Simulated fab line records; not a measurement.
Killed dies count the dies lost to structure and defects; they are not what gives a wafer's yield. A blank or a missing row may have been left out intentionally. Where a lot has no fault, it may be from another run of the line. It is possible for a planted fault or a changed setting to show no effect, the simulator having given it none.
fab line records	flow sky130
record: lots: 11	wafers: 33	last-day: 50
route steps=708 shown VIA3@592 VIA4@657 METAL5@677 PAD_OPEN@702
lots that met no fault: taken from a fault-free run of the same line
start-h: hours from the record's opening day to when the first of the lot's shown wafers began	wait-h: hours elapsed since this lot's preceding step	" the same as in the row above	L1.1+2: one row covering several wafers at once	- either no value or no given start	* or withheld: withheld	< > ~ a bound
route shown NAME@n: names a module that has steps shown in the file, with the first one's number in the route	usual: the fault-free wafers' mean and standard deviation	same: alike in all rows	chamber/n: place in a boat	sites: readings site by site	_std_site: the values' standard deviation	_edge_site: the outer-site mean with the inner-site mean subtracted	radius-mm: how far each site lies from the wafer's centre	mask NAME#n: copy n	behind: tool/chamber where the wafer was last shaped	hold: why the lot went on hold/how many hours it stayed there/how the hold came to an end	device: transistor that didn't switch, given as n, p or np	end of line: the tests these same wafers got at the end of their route	step lacking rows: just its recipe	killed: count of dies lost to structure and defects at first sort (not the wafer's yield)	map: the dies of a wafer, with x for killed, . for not killed, _ for no die there
set.NAME: setting as actually run; set.NAME@STEP: the setting as run at that earlier step	model.NAME: the simulator's own value behind a step, which no gauge read
a sample of lots followed through the steps of the route, with each step as a table and each wafer as a row
services: when a tool's chamber went out of use (start-h, in hours from the record's first day, below 0 if earlier), for how many hours, and the reason
== steps ==
step: SKY_VIA3_CLEAN_19
recipe: chemistry: O3/DIW	dry: n2-spin
lot.wafer	tool	chamber	start-h	wait-h
L686.1+2+6	wet-bench-02	0	930.03	0.0
L688.2+3+4	wet-bench-02	0	942.29	0.0
L689.2+4+5	wet-bench-02	3	953.21	0.0
L691.1+4+6	wet-bench-04	0	970.97	0.0
L692.1+3+6	wet-bench-03	0	985.68	0.0
L699.1+4+5	wet-bench-02	2	1030.93	0.0
L701.2+3+5	wet-bench-02	1	1040.09	0.0
L702.1+2+5	wet-bench-04	3	1044.04	0.0
L703.1+2+5	wet-bench-02	0	1047.02	0.0
L704.1+4+6	wet-bench-04	0	1055.83	0.0
L707.1+2+6	wet-bench-03	0	1079.53	0.0
step: SKY_VIA4_CVD_18
recipe: material: W	target-thk-nm: 505	time-s: 152.14	temp-c: 400	pressure-torr: 40
usual: heater-power-w: 883/27
lot.wafer	tool	chamber	start-h	wait-h	heater-power-w
L686.1	cvd-w-01	1	1007.24	0.0	901
L686.2	"	0	"	"	875
L686.6	"	0	"	"	845
L688.2	cvd-w-02	1	1017.99	0.0	843
L688.3	"	1	"	"	863
L688.4	"	0	"	"	880
L689.2	cvd-w-01	1	1028.53	0.0	916
L689.4	"	1	"	"	894
L689.5	"	1	"	"	902
L691.1	cvd-w-01	0	1044.69	0.0	838
L691.4	"	0	"	"	862
L691.6	"	0	"	"	850
L692.1	cvd-w-02	1	1058.37	0.0	845
L692.3	"	1	"	"	853
L692.6	"	1	"	"	866
L699.1	cvd-w-01	1	1098.93	0.0	910
L699.4	"	1	"	"	939
L699.5	"	0	"	"	888
L701.2	cvd-w-02	0	1107.57	0.0	900
L701.3	"	1	"	"	873
L701.5	"	0	"	"	921
L702.1	cvd-w-02	0	1111.29	0.0	872
L702.2	"	1	"	"	840
L702.5	"	0	"	"	873
L703.1	cvd-w-02	1	1113.43	0.0	843
L703.2	"	0	"	"	922
L703.5	"	0	"	"	906
L704.1	cvd-w-01	0	1121.79	0.0	868
L704.4	"	1	"	"	906
L704.6	"	1	"	"	941
L707.1	cvd-w-01	1	1143.74	0.0	909
L707.2	"	0	"	"	883
L707.6	"	0	"	"	844
step: SKY_METAL5_STRIP_16
recipe: chemistry: O2/N2	power-w: 1400	pressure-mtorr: 1500	platen-temp-c: withheld	o2-flow-sccm: 3000	n2-flow-sccm: 300	overash-fraction: 0.5
usual: chamber-pressure-mTorr: 1499.9/1.4	drypump-motor-current-A: 5.7/0.36	o2-flow-sccm: 3001/9.2	oes-product-au: 0.710/0.0048	strip-time-to-endpoint-s: 13.01/0.17
same: overash-fraction: 0.5
lot.wafer	tool	chamber	start-h	wait-h	chamber-pressure-mTorr	drypump-motor-current-A	o2-flow-sccm	oes-product-au	rf-hours-counter-h	strip-time-to-endpoint-s
L686.1	plasma-asher-04	0	1031.10	0.2	1499.9	6.0	3010	0.708	28	12.88
L686.2	"	1	"	"	1498.0	6.0	2992	0.713	28	12.77
L686.6	"	1	"	"	1499.3	6.1	3012	0.710	-	12.78
L688.2	plasma-asher-02	1	1041.79	0.2	1499.5	5.5	2994	0.715	119	13.11
L688.3	"	1	"	"	1499.9	5.4	2983	0.704	-	13.07
L688.4	"	0	"	"	1500.0	5.9	3005	0.711	-	13.00
L689.2	plasma-asher-01	0	1051.53	0.2	1498.9	5.2	3011	0.720	61	13.33
L689.4	"	1	"	"	1500.7	5.2	3002	0.710	-	13.40
L689.5	"	1	"	"	1501.2	5.2	3009	0.702	-	12.86
L691.1	plasma-asher-02	1	1067.54	0.2	1503.2	5.5	2985	0.710	0	13.29
L691.4	"	0	"	"	1499.4	5.8	3005	0.711	-	13.36
L691.6	"	0	"	"	1499.4	5.8	2998	0.709	-	13.25
L692.1	plasma-asher-04	0	1079.75	0.2	1500.5	6.0	2996	0.715	33	12.84
L692.3	"	1	"	"	1498.8	6.0	2995	0.708	-	12.81
L692.6	"	0	"	"	1500.7	6.0	2986	0.702	-	12.72
L699.1	plasma-asher-01	0	1119.92	0.4	1498.8	5.2	2983	0.714	68	12.93
L699.4	"	0	"	"	1499.3	5.2	2992	0.711	-	12.94
L699.5	"	1	"	"	1499.8	5.2	3012	0.706	-	12.92
L701.2	plasma-asher-01	1	1129.03	0.2	1499.9	5.2	3004	0.714	69	13.15
L701.3	"	1	"	"	1499.0	5.3	3003	0.704	-	13.04
L701.5	"	1	"	"	1500.8	5.2	3004	0.712	-	13.16
L702.1	plasma-asher-01	1	1131.95	0.2	1499.7	5.2	2992	0.712	70	13.17
L702.2	"	0	"	"	1498.5	5.2	3008	0.702	70	12.86
L702.5	"	1	"	"	1501.5	5.2	3003	0.713	-	13.03
L703.1	plasma-asher-04	0	1133.84	0.2	1499.8	6.1	3014	0.712	39	13.03
L703.2	"	1	"	"	1499.7	6.1	3008	0.706	39	12.83
L703.5	"	0	"	"	1499.5	6.1	2997	0.712	-	12.99
L704.1	plasma-asher-04	0	1142.43	0.2	1499.9	6.0	3003	0.708	40	12.89
L704.4	"	1	"	"	1500.3	6.1	3007	0.713	-	12.90
L704.6	"	1	"	"	1498.0	6.0	3004	0.711	-	12.83
L707.1	plasma-asher-04	0	1162.28	0.2	1498.2	6.1	3021	0.706	42	13.20
L707.2	"	1	"	"	1500.5	6.1	2998	0.704	42	13.01
L707.6	"	1	"	"	1501.3	6.0	3003	0.700	-	13.19
step: SKY_PAD_OPEN_STRIP_08
recipe: chemistry: O2/N2	power-w: 1400	pressure-mtorr: 1500	platen-temp-c: withheld	overash-fraction: 0.7	o2-flow-sccm: 3000	n2-flow-sccm: 300
usual: chamber-pressure-mTorr: 1500.0/1.5	drypump-motor-current-A: 5.8/0.48	o2-flow-sccm: 3000/9.5	oes-product-au: 0.663/0.0044	strip-time-to-endpoint-s: 37.03/0.084
same: overash-fraction: 0.7
lot.wafer	tool	chamber	start-h	wait-h	chamber-pressure-mTorr	drypump-motor-current-A	o2-flow-sccm	oes-product-au	rf-hours-counter-h	strip-time-to-endpoint-s
L686.1	plasma-asher-01	0	1074.98	0.1	1500.6	5.2	2998	0.667	64	37.05
L686.2	"	1	"	"	1500.1	5.2	3010	0.663	64	37.01
L686.6	"	1	"	"	1500.4	5.2	2999	0.659	-	37.19
L688.2	plasma-asher-03	1	1085.19	0.1	1500.7	6.5	3002	0.660	99	37.07
L688.3	"	0	"	"	1503.2	5.9	3005	0.657	-	36.93
L688.4	"	1	"	"	1503.4	6.5	3006	0.665	-	37.00
L689.2	plasma-asher-03	1	1094.24	0.1	1499.5	6.5	2987	0.669	100	36.89
L689.4	"	0	"	"	1497.6	5.9	2981	0.656	-	36.98
L689.5	"	1	"	"	1500.2	6.5	2982	0.663	-	36.96
L691.1	plasma-asher-03	0	1110.18	0.1	1499.0	5.9	3005	0.666	102	37.08
L691.4	"	0	"	"	1499.6	5.9	3004	0.660	-	36.99
L691.6	"	0	"	"	1499.8	5.9	3001	0.659	-	37.11
L692.1	plasma-asher-01	0	1121.22	0.1	1497.6	5.2	3013	0.664	69	36.95
L692.3	"	0	"	"	1498.7	5.3	3015	0.665	-	37.07
L692.6	"	1	"	"	1502.2	5.2	2992	0.655	-	37.03
L699.1	plasma-asher-04	1	1159.29	0.1	1498.2	6.1	3002	0.660	42	36.89
L699.4	"	0	"	"	1499.3	6.0	3008	0.662	-	37.03
L699.5	"	0	"	"	1499.8	6.0	2998	0.662	-	36.96
L701.2	plasma-asher-04	1	1165.94	0.1	1497.8	6.0	2997	0.654	42	36.99
L701.3	"	0	"	"	1497.4	6.1	2989	0.661	-	37.11
L701.5	"	1	"	"	1501.1	6.1	3002	0.668	-	37.10
L702.1	plasma-asher-04	1	1169.48	0.1	1498.5	6.1	2998	0.662	43	37.10
L702.2	"	0	"	"	1503.5	6.1	2992	0.670	43	37.05
L702.5	"	1	"	"	1498.8	6.1	3009	0.664	-	37.13
L703.1	plasma-asher-03	0	1171.38	0.1	1501.8	5.8	2999	0.660	108	37.03
L703.2	"	1	"	"	1499.4	6.5	3014	0.654	108	36.94
L703.5	"	0	"	"	1500.8	5.9	3000	0.669	-	37.07
L704.1	plasma-asher-03	0	1178.38	0.1	1502.7	5.9	3016	0.668	109	37.18
L704.4	"	1	"	"	1501.1	6.5	3003	0.667	-	37.08
L704.6	"	0	"	"	1502.8	5.9	3009	0.656	-	37.06
L707.1	plasma-asher-04	1	1195.84	0.1	1501.8	6.1	2980	0.655	45	37.11
L707.2	"	0	"	"	1501.2	6.0	3015	0.664	45	37.04
L707.6	"	1	"	"	1501.6	6.1	2976	0.667	-	37.02
step: SKY_PAD_OPEN_PROBE_99
usual: defect-limited-yield: 82.5/1.9	killed_at_M0_to_M3: 42/6.9	killed_at_M4_up: 3.2/1.7	killed-at-contacts: 25/5.1	killed-at-front-end: 15/4.5	killed-at-other: 0.4/0.63	killed-dies: 86/9.3	killed-open: 46/7	killed-short: 39/6.9	sort_bin_3_pad_short: 0.9/0.45	sort_bin_5_function: 10.4/1.5	sort_bin_6_memory: 6.3/1.1	sort-n-pass: 406/9.3	sort-yield-pct: 82.5/1.9
same: gross-dies: 492	killed-at-back-side: 0	sort_bin_4_leakage[%]: 0	sort_bin_8_speed[%]: 0
lot.wafer	tool	chamber	start-h	wait-h	defect-limited-yield[%]	killed_at_M0_to_M3	killed_at_M4_up	killed-at-contacts	killed-at-front-end	killed-at-other	killed-dies	killed-open	killed-short	sort_bin_3_pad_short[%]	sort_bin_5_function[%]	sort_bin_6_memory[%]	sort-n-pass	sort-yield-pct[%]
L686.1	prober-01	-	1077.19	0.1	81.9	44	1	29	15	0	89	51	38	1.2	9.6	7.3	403	81.9
L686.2	prober-01	-	1077.24	0.1	83.9	30	4	27	18	0	79	49	29	0.2	10.0	5.9	413	83.9
L686.6	prober-01	-	1077.44	0.2	80.9	40	4	29	21	0	94	60	34	0.6	12.2	6.3	398	80.9
L688.2	prober-01	-	1087.45	0.1	82.7	35	2	28	20	0	85	44	41	1.0	10.0	6.3	407	82.7
L688.3	prober-01	-	1087.50	0.2	81.1	46	5	19	23	0	93	44	49	1.4	9.8	7.7	399	81.1
L688.4	prober-01	-	1087.55	0.2	84.3	35	5	22	15	0	77	42	35	0	10.0	5.7	415	84.3
L689.2	prober-02	-	1096.54	0.1	82.3	42	8	20	17	0	87	48	39	1.0	10.4	6.3	405	82.3
L689.4	prober-02	-	1096.64	0.2	84.1	28	3	24	23	0	78	46	32	0.6	8.5	6.7	414	84.1
L689.5	prober-02	-	1096.69	0.2	79.9	49	3	32	15	0	99	61	38	0.8	14.4	4.9	393	79.9
L691.1	prober-02	-	1112.97	0.1	83.1	40	3	20	20	0	83	49	33	0.2	10.2	6.5	409	83.1
L691.4	prober-02	-	1113.12	0.2	84.8	38	1	19	16	1	75	35	40	0.8	7.7	6.7	417	84.8
L691.6	prober-02	-	1113.22	0.2	82.3	37	4	24	21	1	87	45	42	0.6	9.1	7.9	405	82.3
L692.1	prober-01	-	1123.78	0.1	84.6	40	2	17	16	1	76	35	40	0.4	9.1	5.9	416	84.6
L692.3	prober-01	-	1123.88	0.2	82.9	47	1	18	15	3	84	41	41	1.2	9.8	6.1	408	82.9
L692.6	prober-01	-	1124.03	0.2	80.5	47	2	31	16	0	96	55	41	1.0	12.4	6.1	396	80.5
L699.1	prober-01	-	1161.53	0.1	70.5	99	3	26	17	0	145	44	39	4.3	17.9	7.3	347	70.5
L699.4	prober-01	-	1161.68	0.2	74.2	95	2	17	13	0	127	37	25	3.9	17.7	4.3	365	74.2
L699.5	prober-01	-	1161.73	0.2	71.3	93	4	29	15	0	141	44	32	3.5	16.9	8.3	351	71.3
L701.2	prober-01	-	1168.21	0.1	78.0	48	3	39	17	1	108	58	49	1.8	12.2	7.9	384	78.0
L701.3	prober-01	-	1168.26	0.2	82.7	37	4	27	17	0	85	50	35	0.6	11.2	5.5	407	82.7
L701.5	prober-01	-	1168.36	0.2	87.8	29	2	18	11	0	60	27	33	0.2	6.3	5.7	432	87.8
L702.1	prober-02	-	1171.72	0.1	80.7	59	2	18	15	1	95	49	46	1.0	10.0	8.3	397	80.7
L702.2	prober-02	-	1171.77	0.1	81.3	43	4	28	16	1	92	45	47	1.0	13.2	4.5	400	81.3
L702.5	prober-02	-	1171.92	0.2	83.9	37	2	27	13	0	79	44	34	0.8	9.6	5.7	413	83.9
L703.1	prober-01	-	1173.59	0.1	83.1	45	1	17	19	1	83	51	32	1.2	8.7	6.9	409	83.1
L703.2	prober-01	-	1173.64	0.1	83.9	37	5	26	10	1	79	45	33	0.6	8.5	6.9	413	83.9
L703.5	prober-01	-	1173.79	0.2	82.3	49	2	27	9	0	87	39	47	1.0	9.3	7.3	405	82.3
L704.1	prober-02	-	1180.64	0.1	84.8	37	1	26	10	1	75	42	33	1.0	7.5	6.7	417	84.8
L704.4	prober-02	-	1180.79	0.2	80.9	53	6	20	15	0	94	53	41	1.8	10.4	6.9	398	80.9
L704.6	prober-02	-	1180.89	0.2	80.9	45	3	26	20	0	94	55	39	0.8	11.6	6.7	398	80.9
L707.1	prober-01	-	1198.09	0.1	80.7	46	5	26	17	1	95	40	54	1.2	11.8	6.3	397	80.7
L707.2	prober-01	-	1198.14	0.1	78.7	57	2	27	19	0	105	51	54	0.8	12.4	8.1	387	78.7
L707.6	prober-01	-	1198.34	0.2	82.1	45	1	26	16	0	88	43	44	1.2	11.4	5.3	404	82.1
killed by level:class
L686.1 CONTACT:geometric-particle:open=12 LI_CONTACT:geometric-particle:open=8 VIA2:geometric-particle:open=8 VIA3:geometric-particle:short=7 VIA1:geometric-particle:short=6 VIA1:geometric-particle:open=6 METAL2:geometric-particle:short=6 VIA3:geometric-particle:open=6
L686.2 CONTACT:geometric-particle:open=11 VIA3:geometric-particle:open=8 LI_CONTACT:geometric-particle:open=7 VIA1:geometric-particle:open=7 FIELD_ISO:geometric-particle:short=4 POLY_GATE:geometric-particle:short=4 LOCAL_INTERCONNECT:geometric-particle:short=4 FIELD_ISO:geometric-particle:open=3
L686.6 VIA1:geometric-particle:open=12 CONTACT:geometric-particle:open=11 SPACER:geometric-particle:open=7 VIA3:geometric-particle:open=7 LI_CONTACT:geometric-particle:open=6 LOCAL_INTERCONNECT:geometric-particle:short=6 FIELD_ISO:geometric-particle:open=5 VIA2:geometric-particle:open=5
L688.2 VIA1:geometric-particle:open=11 CONTACT:geometric-particle:open=10 METAL1:geometric-particle:short=9 LI_CONTACT:geometric-particle:open=9 LOCAL_INTERCONNECT:geometric-particle:short=6 FIELD_ISO:geometric-particle:short=5 FIELD_ISO:geometric-particle:open=5 POLY_GATE:geometric-particle:open=5
L688.3 VIA3:geometric-particle:open=10 FIELD_ISO:geometric-particle:short=9 METAL1:geometric-particle:short=8 VIA1:geometric-particle:open=8 CONTACT:geometric-particle:open=7 VIA2:geometric-particle:open=6 METAL4:geometric-particle:short=5 POLY_GATE:geometric-particle:open=4
L688.4 VIA1:geometric-particle:open=10 VIA3:geometric-particle:open=9 CONTACT:geometric-particle:open=8 LI_CONTACT:geometric-particle:open=6 POLY_GATE:geometric-particle:short=5 LOCAL_INTERCONNECT:geometric-particle:short=5 METAL1:geometric-particle:short=5 POLY_GATE:geometric-particle:open=4
L689.2 VIA3:geometric-particle:open=9 METAL1:geometric-particle:short=8 VIA2:geometric-particle:open=7 CONTACT:geometric-particle:open=7 METAL4:geometric-particle:short=6 VIA1:geometric-particle:short=6 VIA1:geometric-particle:open=6 POLY_GATE:geometric-particle:open=5
L689.4 LI_CONTACT:geometric-particle:open=11 CONTACT:geometric-particle:open=7 VIA2:geometric-particle:open=7 POLY_GATE:geometric-particle:open=6 VIA1:geometric-particle:open=6 VIA1:geometric-particle:short=5 FIELD_ISO:geometric-particle:short=4 VIA3:geometric-particle:short=3
L689.5 CONTACT:geometric-particle:open=13 LI_CONTACT:geometric-particle:open=12 VIA1:geometric-particle:open=11 METAL1:geometric-particle:short=7 VIA1:geometric-particle:short=7 VIA3:geometric-particle:open=7 POLY_GATE:geometric-particle:open=6 METAL1:geometric-particle:open=5
L691.1 VIA1:geometric-particle:open=18 FIELD_ISO:geometric-particle:open=8 CONTACT:geometric-particle:open=8 POLY_GATE:geometric-particle:open=5 LI_CONTACT:geometric-particle:open=5 CONTACT:geometric-particle:short=5 METAL2:geometric-particle:short=4 METAL1:geometric-particle:short=4
L691.4 METAL2:geometric-particle:short=8 VIA1:geometric-particle:open=8 METAL1:geometric-particle:short=6 FIELD_ISO:geometric-particle:open=5 LI_CONTACT:geometric-particle:open=5 CONTACT:geometric-particle:short=4 CONTACT:geometric-particle:open=4 VIA2:geometric-particle:open=4
L691.6 VIA1:geometric-particle:open=9 FIELD_ISO:geometric-particle:open=7 LI_CONTACT:geometric-particle:open=7 CONTACT:geometric-particle:short=7 CONTACT:geometric-particle:open=6 VIA1:geometric-particle:short=6 VIA2:geometric-particle:open=4 VIA3:geometric-particle:open=4
L692.1 VIA1:geometric-particle:short=9 VIA1:geometric-particle:open=8 CONTACT:geometric-particle:open=6 POLY_GATE:geometric-particle:open=5 POLY_GATE:geometric-particle:short=4 CONTACT:geometric-particle:short=4 METAL1:geometric-particle:short=4 FIELD_ISO:geometric-particle:short=3
L692.3 VIA2:geometric-particle:open=10 VIA1:geometric-particle:open=8 VIA1:geometric-particle:short=7 VIA3:geometric-particle:open=6 LI_CONTACT:geometric-particle:open=5 POLY_GATE:geometric-particle:short=4 POLY_GATE:geometric-particle:open=4 VIA2:geometric-particle:short=4
L692.6 CONTACT:geometric-particle:open=11 VIA2:geometric-particle:open=11 METAL1:geometric-particle:short=9 VIA1:geometric-particle:open=9 FIELD_ISO:geometric-particle:open=8 CONTACT:geometric-particle:short=8 LI_CONTACT:geometric-particle:open=6 LOCAL_INTERCONNECT:geometric-particle:short=4
L699.1 VIA3:unspecified=62 CONTACT:geometric-particle:open=12 VIA1:geometric-particle:open=10 FIELD_ISO:geometric-particle:open=7 FIELD_ISO:geometric-particle:short=6 VIA1:geometric-particle:short=6 METAL2:geometric-particle:short=6 VIA2:geometric-particle:open=6
L699.4 VIA3:unspecified=65 VIA2:geometric-particle:open=8 FIELD_ISO:geometric-particle:open=5 VIA3:geometric-particle:open=5 LI_CONTACT:geometric-particle:open=5 CONTACT:geometric-particle:open=5 METAL1:geometric-particle:short=4 VIA1:geometric-particle:open=4
L699.5 VIA3:unspecified=65 CONTACT:geometric-particle:open=14 FIELD_ISO:geometric-particle:short=7 CONTACT:geometric-particle:short=7 VIA1:geometric-particle:open=7 VIA2:geometric-particle:open=5 LI_CONTACT:geometric-particle:open=5 VIA1:geometric-particle:short=5
L701.2 VIA1:geometric-particle:open=14 CONTACT:geometric-particle:open=14 LI_CONTACT:geometric-particle:open=8 LOCAL_INTERCONNECT:geometric-particle:short=6 METAL1:geometric-particle:short=6 VIA3:geometric-particle:open=6 LI_CONTACT:geometric-particle:short=5 VIA1:geometric-particle:short=5
L701.3 LI_CONTACT:geometric-particle:open=14 VIA1:geometric-particle:open=11 VIA2:geometric-particle:open=5 VIA3:geometric-particle:open=5 FIELD_ISO:geometric-particle:short=4 LOCAL_INTERCONNECT:geometric-particle:short=4 CONTACT:geometric-particle:short=4 CONTACT:geometric-particle:open=4
L701.5 VIA1:geometric-particle:open=6 CONTACT:geometric-particle:open=5 METAL1:geometric-particle:short=5 VIA1:geometric-particle:short=5 FIELD_ISO:geometric-particle:short=4 LI_CONTACT:geometric-particle:open=4 CONTACT:geometric-particle:short=4 LOCAL_INTERCONNECT:geometric-particle:short=3
L702.1 VIA1:geometric-particle:open=18 VIA3:geometric-particle:open=8 METAL2:geometric-particle:short=7 METAL1:geometric-particle:short=7 CONTACT:geometric-particle:open=6 LOCAL_INTERCONNECT:geometric-particle:short=5 VIA1:geometric-particle:short=5 FIELD_ISO:geometric-particle:short=4
L702.2 CONTACT:geometric-particle:open=9 VIA1:geometric-particle:open=8 FIELD_ISO:geometric-particle:short=6 VIA2:geometric-particle:open=6 VIA3:geometric-particle:open=6 POLY_GATE:geometric-particle:short=5 LI_CONTACT:geometric-particle:open=5 CONTACT:geometric-particle:short=5
L702.5 CONTACT:geometric-particle:open=16 VIA1:geometric-particle:open=10 METAL2:geometric-particle:short=9 METAL1:geometric-particle:short=6 CONTACT:geometric-particle:short=4 POLY_GATE:geometric-particle:open=4 LOCAL_INTERCONNECT:geometric-particle:short=4 SONOS_ONO:geometric-particle:open=3
L703.1 VIA1:geometric-particle:open=8 VIA2:geometric-particle:open=8 FIELD_ISO:geometric-particle:short=7 VIA3:geometric-particle:open=7 CONTACT:geometric-particle:open=7 FIELD_ISO:geometric-particle:open=5 LI_CONTACT:geometric-particle:open=5 METAL1:geometric-particle:short=5
L703.2 CONTACT:geometric-particle:open=12 LOCAL_INTERCONNECT:geometric-particle:short=9 VIA1:geometric-particle:open=7 VIA2:geometric-particle:open=7 METAL2:geometric-particle:short=5 VIA1:geometric-particle:short=5 VIA3:geometric-particle:open=5 FIELD_ISO:geometric-particle:open=3
L703.5 VIA2:geometric-particle:open=12 LOCAL_INTERCONNECT:geometric-particle:short=9 VIA1:geometric-particle:open=9 METAL2:geometric-particle:short=6 METAL3:geometric-particle:short=6 LI_CONTACT:geometric-particle:open=5 CONTACT:geometric-particle:open=5 VIA1:geometric-particle:short=5
L704.1 VIA1:geometric-particle:open=13 METAL1:geometric-particle:short=8 LI_CONTACT:geometric-particle:open=8 CONTACT:geometric-particle:open=8 VIA2:geometric-particle:open=6 POLY_GATE:geometric-particle:short=4 CONTACT:geometric-particle:short=4 POLY_GATE:geometric-particle:open=2
L704.4 VIA1:geometric-particle:open=15 VIA2:geometric-particle:open=8 CONTACT:geometric-particle:open=7 FIELD_ISO:geometric-particle:short=6 LI_CONTACT:geometric-particle:open=6 METAL1:geometric-particle:short=6 METAL4:geometric-particle:short=5 METAL2:geometric-particle:short=5
L704.6 LI_CONTACT:geometric-particle:open=10 CONTACT:geometric-particle:open=9 VIA1:geometric-particle:open=9 FIELD_ISO:geometric-particle:short=7 VIA2:geometric-particle:open=7 VIA1:geometric-particle:short=7 VIA3:geometric-particle:open=7 FIELD_ISO:geometric-particle:open=6
L707.1 METAL1:geometric-particle:short=10 VIA1:geometric-particle:open=9 CONTACT:geometric-particle:open=8 METAL2:geometric-particle:short=7 LOCAL_INTERCONNECT:geometric-particle:short=7 VIA2:geometric-particle:open=6 METAL4:geometric-particle:short=5 CONTACT:geometric-particle:short=5
L707.2 VIA1:geometric-particle:open=13 CONTACT:geometric-particle:open=12 VIA1:geometric-particle:short=10 FIELD_ISO:geometric-particle:short=6 METAL1:geometric-particle:short=6 VIA3:geometric-particle:open=6 VIA2:geometric-particle:open=5 VIA3:geometric-particle:short=5
L707.6 CONTACT:geometric-particle:open=10 METAL1:geometric-particle:short=8 VIA1:geometric-particle:open=7 LOCAL_INTERCONNECT:geometric-particle:short=7 VIA2:geometric-particle:open=7 LI_CONTACT:geometric-particle:open=6 METAL2:geometric-particle:short=6 FIELD_ISO:geometric-particle:short=5
== services ==
tool	chamber	start-h	hours	kind
plasma-asher-03	-	911.56	3.2	repair
cvd-w-01	-	918.00	6.9	pm
cvd-w-02	0	918.00	-	clean
cvd-w-02	1	918.00	-	clean
plasma-asher-02	-	929.95	3.3	repair
cvd-w-02	1	943.79	13.4	repair
plasma-asher-02	-	954.02	2.8	pm
plasma-asher-03	-	958.84	1.6	repair
wet-bench-03	-	972.27	0.9	repair
cvd-w-02	-	988.63	14.6	pm
plasma-asher-03	-	990.17	1.4	repair
plasma-asher-02	-	1010.55	5.3	repair
plasma-asher-02	-	1015.91	2.4	repair
plasma-asher-02	-	1046.43	1.7	repair
wet-bench-04	-	1046.55	3.1	repair
plasma-asher-02	-	1055.25	9.0	pm
plasma-asher-02	0	1055.25	9.0	vent-cycle
plasma-asher-02	1	1055.25	9.0	vent-cycle
plasma-asher-02	0	1064.25	-	clean
plasma-asher-02	1	1064.25	-	clean
plasma-asher-03	-	1073.49	0.9	repair
plasma-asher-02	-	1115.58	29.2	repair
wet-bench-03	-	1145.84	1.0	repair
plasma-asher-04	-	1191.63	1.9	repair
== key ==
first-sign: step: SKY_PAD_OPEN_PROBE_99	reading: killed_at_M0_to_M3	direction: up	sigmas: 7.7	usual: 42	struck: 96
effect: step: SKY_PAD_OPEN_PROBE_99	reading: sort_bin_3_pad_short	direction: up	sigmas: 6.6	usual: 0.9	struck: 3.9
met-at SKY_VIA3_CLEAN_19
struck-lots L699
struck-wafers L699.1,L699.4,L699.5
not-acting-at SKY_VIA4_CVD_18,SKY_METAL5_STRIP_16,SKY_PAD_OPEN_STRIP_08
fault: kind: chamber-particle-source	tool: wet-bench-02	chamber: 2	onset-h: 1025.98	steps: SKY_VIA3_CLEAN_19	rate-per-visit-cm2: 1.391	end-h: 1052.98
